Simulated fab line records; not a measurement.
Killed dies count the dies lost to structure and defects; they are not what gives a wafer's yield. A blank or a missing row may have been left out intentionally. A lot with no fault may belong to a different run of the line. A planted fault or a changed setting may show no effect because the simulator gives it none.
A lot that was struck, set against a sound lot ; flow gf180mcu ; 14 out of 602 route steps
Sound: the wafers L938.1, L938.2, L938.6. Wafers struck: L944.1, L944.2, L944.3. The cause is given at the end.
For every step that has rows: the tool of each side, followed by ch and its chambers, followed by its first start. Under that, the readings that differ: sound wafers ; struck wafers ; difference of the means ; sigmas: that difference in standard deviations of wafers without a fault.
alike: readings whose means differ by less than 2 such deviations, and words and numbers that are the same on both sides. not compared: withheld readings, readings that some wafer has no value for, bounds like >300 that may hide the same value, and numbers for which the record gives no deviation and whose values overlap.
Wherever a step has rows on one side only, a row that says differs or no value, or a row with sigmas, the two part there. Non-overlapping numbers with no deviation appear without sigmas and do not part them. Lack of a reading on every wafer of one side parts them only where that side has two or more wafers.

first, 2 steps without rows for these wafers: GF_VT_IMPLANT_PEB_05; GF_VT_IMPLANT_DEVELOP_06 (develop time 60 s).
GF_VT_IMPLANT_OVL_MEAS_07:
  sound on overlay-01, day 7 22:28; struck on overlay-02, day 9 12:58
  alike: VT_IMPLANT_OVL
following that, these wafers have no rows for 1 step: GF_VT_IMPLANT_IMPLANT_08.
GF_VT_IMPLANT_STRIP_09: strips in O2/N2.
  sound on plasmaAsher-03 ch 0,1, day 7 22:39; struck on plasmaAsher-03 ch 0,1, day 9 13:10
reading;sound;struck;difference;sigmas
stripTimeToEndpointS (s);12.66 12.68 12.67;12.57 12.60 12.58;-0.09;-3
  alike: drypumpMotorCurrentA, heaterPowerW, oesProductAu
  not compared: rfHoursCounterH
GF_VT_IMPLANT_TW_MEAS_10:
  sound on filmMetro-02, day 7 22:45; struck on filmMetro-04, day 9 13:16
  alike: VT_IMPLANT_TW
then, 6 steps without rows for these wafers: GF_VT_IMPLANT_DEHYDRATE_11 (time 60 s); GF_VT_IMPLANT_HMDS_12 (prime time 60 s); GF_VT_IMPLANT_COAT_13 (resist thk 1000 nm); GF_VT_IMPLANT_SOFTBAKE_14 (time 60 s); GF_VT_IMPLANT_EXPOSE_15 (exposes mask Nwell LV AREA, target cd 860 nm); GF_VT_IMPLANT_PEB_16.
GF_VT_IMPLANT_DEVELOP_17: develop time 60 s.
  sound on lithoTrack-01 ch 0, day 8 15:19; struck on lithoTrack-03, day 10 06:40
  no value came back on the struck wafers for chillPlateTempC (C), developTimeS (s), resistLineTempC (C); on the sound wafers chillPlateTempC (C) reads 22.91 23.00 23.08
GF_VT_IMPLANT_OVL_MEAS_18:
  sound on overlay-01, day 8 15:28; struck on overlay-02, day 10 06:49
reading;sound;struck;difference;sigmas
VT_IMPLANT_01_OVL (nm);1.9 1.3 3.0;- - -;no value on the struck wafers;

WHERE THEY PART
Earliest at GF_VT_IMPLANT_STRIP_09; latest, in this record, at GF_VT_IMPLANT_OVL_MEAS_18.

WHY: what the simulator had put in
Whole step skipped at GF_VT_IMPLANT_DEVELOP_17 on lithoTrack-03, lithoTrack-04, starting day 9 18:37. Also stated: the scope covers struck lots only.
